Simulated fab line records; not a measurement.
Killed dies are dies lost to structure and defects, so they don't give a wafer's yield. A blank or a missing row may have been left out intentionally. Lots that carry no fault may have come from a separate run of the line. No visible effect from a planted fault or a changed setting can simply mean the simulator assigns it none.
Problem report, 8D (eight disciplines) form, completed by code | flow gf180mcu | the parts of the form that need people (team, actions taken, sign-off) are left out

1. WHAT IS WRONG
Across 6 wafers from 2 lots, MIM_ALCU_RS at GF_MIM_RS_MEAS_10 averages 0.1925 ohm/sq, while fault-free wafers read 0.1596 ohm/sq with a standard deviation of 0.0018. That is +18 standard deviations from the usual mean.
The step: measures by four-point-probe.
Earliest sighting: wafer L124.2 on filmMetro-03 at day 28 22:21. At this step, 30 wafers from 10 lots have a number in the record. By rule, "out" or "out of limits" means more than 4 standard deviations away from the usual mean. All remaining wafers that have a number are taken as sound.

2. WHAT IT IS AND WHAT IT IS NOT
question                    | is                         | is not
which readings at this step | MIM_ALCU_RS                | -
which lots                  | L124, L125                 | L111, L114, L118, L120, L123, L128, L132, L133
which wafers of those lots  | all that have a number     | -
read on which gauges        | filmMetro-02, filmMetro-03 | filmMetro-01
when                        | from day 28 22:21          | up to then (15 sound wafers); but 9 sound wafers of L128, L132, L133 came after

3. SUSPECTS, AND WHAT RULES EACH OUT
Counting: a tool at any process step up to the reading remains a suspect when it ran all the lots that are out and ran no sound lot after the first of those.
- the gauge at GF_MIM_RS_MEAS_10 is ruled out. 2 gauges (filmMetro-02, filmMetro-03) read the wafers that are out.
- rieDiel-04 at GF_V4_ETCH_16 (etches BARC in N2/H2): ruled out as a lasting fault. After its first lot that is out, L124 (day 28 20:34), sound lots L128, L132 ran on it.
- pvdSputter-04 at GF_MIM_SPUTTER_08 (material AlCu, target thk 200 nm, time 10.6 s): kept. It processed each lot that is out, first L124 at day 28 22:17, and no sound lot thereafter; up to then, the last sound lot it processed was L123 at day 28 07:34. Its own cathodeDcPowerW readings are out on those wafers.
After counting, what remains is pvdSputter-04 at GF_MIM_SPUTTER_08.

4. THE CAUSE (what the simulator had put in)
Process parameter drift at GF_MIM_SPUTTER_08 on pvdSputter-04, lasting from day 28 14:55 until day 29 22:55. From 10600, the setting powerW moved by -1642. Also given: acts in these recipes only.
After counting, this tool was the only one left.

5. SEQUENCE OF EFFECTS, ordered by route
Rows list readings where the struck wafers' mean (over those with a number) sits beyond 3 standard deviations from the usual. Only readings whose record carries a usual standard deviation are examined. hours: median over the lots of the time between each lot's start at the first step of this table that gives one and its start at this step. sigmas: the change, counted in usual standard deviations.
hours | step                 | reading          | usual         | on struck wafers | change  | sigmas
0     | GF_MIM_SPUTTER_08    | cathodeDcPowerW  | 10600 W       | 8958             | -1642   | -99 or more
0     | GF_MIM_RS_MEAS_10    | MIM_ALCU_RS      | 0.1596 ohm/sq | 0.1925           | +0.0329 | +18
0     | GF_MIM_THK_MEAS_11   | MIM_ALCU_THK     | 196.9 nm      | 164.9            | -32.0   | -15
19    | GF_MIM_METAL_ETCH_19 | oesProductAu     | 0.944 a.u.    | 0.883            | -0.061  | -9.9
19    | GF_MIM_METAL_ETCH_19 | throttleValvePct | 28.280 %      | 28.344           | +0.064  | +6.4
It contains these process steps:
- GF_MIM_SPUTTER_08: material AlCu, target thk 200 nm, time 10.6 s.
- GF_MIM_METAL_ETCH_19: etches the open film in Cl2/BCl3, stops on Si3N4, target depth 324.5 nm, time 54.1 s.

6. HOW IT WOULD HAVE BEEN CAUGHT EARLIER
In this record the first reading out of limits at a measuring or inspecting step was taken at day 28 22:21, 7 hours after the fault began at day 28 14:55.
The tool's own readings at GF_MIM_SPUTTER_08 were out on every struck wafer that the step has a row for (cathodeDcPowerW): an alarm limit on them would have fired on the first of those.
Lots out: 2; of these, L125 started GF_MIM_SPUTTER_08 on pvdSputter-04 after day 28 22:21. A hold on the tool at that time would have spared it.
